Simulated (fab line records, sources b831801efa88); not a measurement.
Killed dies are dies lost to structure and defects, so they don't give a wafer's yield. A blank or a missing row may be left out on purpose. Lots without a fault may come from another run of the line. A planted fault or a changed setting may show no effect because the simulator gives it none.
Split-lot experiment | flow gf180mcu | 5 lots, 23 wafers read, on a route of 602 steps

THE SPLIT
At GF_NSD_COAT_02 (resist thk 1000 nm), the setting resist_thk_nm was moved away from the recipe's 1000 nm on 6 of the 23 wafers read, by -5.3% to -4.2%. The other wafers ran this setting at the recipe's value.

The reading is taken at the split's own step.

THE READING
NOVOLAK_of_NSD_COAT_02.thk_nm (the simulator's own value, which no gauge read), in nm, at GF_NSD_COAT_02 (resist thk 1000 nm). The file gives no usual value for it. The 17 wafers here that ran the recipe average 997.7 nm, standard deviation 2.6 nm.

wafer  | tool, chamber at the split | resist_thk_nm as run, nm | against the recipe | NOVOLAK_of_NSD_COAT_02.thk_nm, nm | against lot-mates on the recipe
L074.1 | litho_track-02, 0          | 1000                     | recipe             | 997                               | -
L074.2 | litho_track-02, 0          | 1000                     | recipe             | 995.8                             | -
L074.4 | litho_track-02, 0          | 1000                     | recipe             | 997.5                             | -
L074.5 | litho_track-02, 0          | 957.7                    | -4.2%              | 955.4                             | -41.4
L074.6 | litho_track-02, 0          | 957.7                    | -4.2%              | 958.5                             | -38.3
L075.1 | litho_track-02, 0          | 1000                     | recipe             | 1000                              | -
L075.3 | litho_track-02, 0          | 1000                     | recipe             | 1001                              | -
L075.5 | litho_track-02, 0          | 1000                     | recipe             | 1001                              | -
L075.4 | litho_track-02, 0          | 1000                     | recipe             | 998.6                             | -
L075.6 | litho_track-02, 0          | 1000                     | recipe             | 994.2                             | -
L082.1 | litho_track-02, 0          | 946.8                    | -5.3%              | 945.7                             | -52.2
L082.2 | litho_track-02, 0          | 1000                     | recipe             | 997.5                             | -
L082.3 | litho_track-02, 0          | 1000                     | recipe             | 997.7                             | -
L082.5 | litho_track-02, 0          | 946.8                    | -5.3%              | 945.6                             | -52.3
L082.6 | litho_track-02, 0          | 1000                     | recipe             | 998.6                             | -
L083.2 | litho_track-02, 0          | 948.9                    | -5.1%              | 946.5                             | -47.4
L083.3 | litho_track-02, 0          | 948.9                    | -5.1%              | 945                               | -48.9
L083.4 | litho_track-02, 0          | 1000                     | recipe             | 994.9                             | -
L083.5 | litho_track-02, 0          | 1000                     | recipe             | 991.6                             | -
L083.6 | litho_track-02, 0          | 1000                     | recipe             | 995.2                             | -
L084.1 | litho_track-01, 0          | 1000                     | recipe             | 1000                              | -
L084.4 | litho_track-01, 0          | 1000                     | recipe             | 1000                              | -
L084.2 | litho_track-01, 0          | 1000                     | recipe             | 999.9                             | -

THE FIT
A straight line over all 23 wafers: NOVOLAK_of_NSD_COAT_02.thk_nm changes by +9.88 nm for each +1% of resist_thk_nm; r = +0.99; the points scatter about the line by 2.4 nm.
The same after taking each lot's own level away (the mean of its wafers on the recipe; 23 wafers): +9.58 nm for each +1%; r = +1.00; scatter 1.6 nm.
On that fit, the largest move of resist_thk_nm shifts the reading by 51 nm.
The lots' own levels span 993.90 to 999.97 nm, that is 2.4 times the standard deviation above.
So the lot-to-lot level changes the slope little: the two slopes agree.
Check: with one of the wafers moved furthest among these (-5.3%) left out of the fit, the line predicts -50.7 nm for it against its lot-mates. It came out at -52.2 nm against them.

OTHER SPLITS ON THESE WAFERS
These wafers also went through other splits before the reading. Each is held against what the fit with the lots' levels taken away leaves over:
other split on the same wafers   | wafers away from the commonest value | r with NOVOLAK_of_NSD_COAT_02.thk_nm (lot level and that fit taken away)
GF_DUAL_GATE_STRIP_13 power_w    | 5                                    | +0.38
GF_HV_LDD_EXPOSE_04 dose_mj      | 11                                   | -0.02
GF_HV_LDD_COAT_14 resist_thk_nm  | 10                                   | +0.35
GF_HV_LDD_STRIP_22 platen_temp_c | 5                                    | +0.04
GF_HV_LDD_COAT_41 resist_thk_nm  | 6                                    | -0.03

THE WHOLE CHAIN: every reading that the file lists as answering this split, in the file's order
step              | what it does        | reading                                                                        | change (the file's fit)                                                             | r (the file's)
GF_NSD_COAT_02    | resist thk 1000 nm  | NOVOLAK_of_NSD_COAT_02.thk_nm (the simulator's own value, which no gauge read) | +9.58 nm for each +1% of the setting                                                | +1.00
GF_NSD_STRIP_11   | strips in O2/N2     | strip_time_to_endpoint_s                                                       | withheld for each +1% of the setting                                                | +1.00
GF_NSD_DEVELOP_06 | develop time 61.4 s | NSD.cd_nm (the simulator's own value, which no gauge read)                     | -0.933 nm for each +1% of the setting, in a fit together with dose_mj@NSD_EXPOSE_04 | 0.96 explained
GF_NSD_CD_MEAS_07 | target cd 400 nm    | cd_nm                                                                          | -0.916 nm for each +1% of the setting, in a fit together with dose_mj@NSD_EXPOSE_04 | 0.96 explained

THE FILE'S OWN FIT
NOVOLAK_of_NSD_COAT_02.thk_nm changes by +9.58 nm for each +1% of resist_thk_nm, r = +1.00.
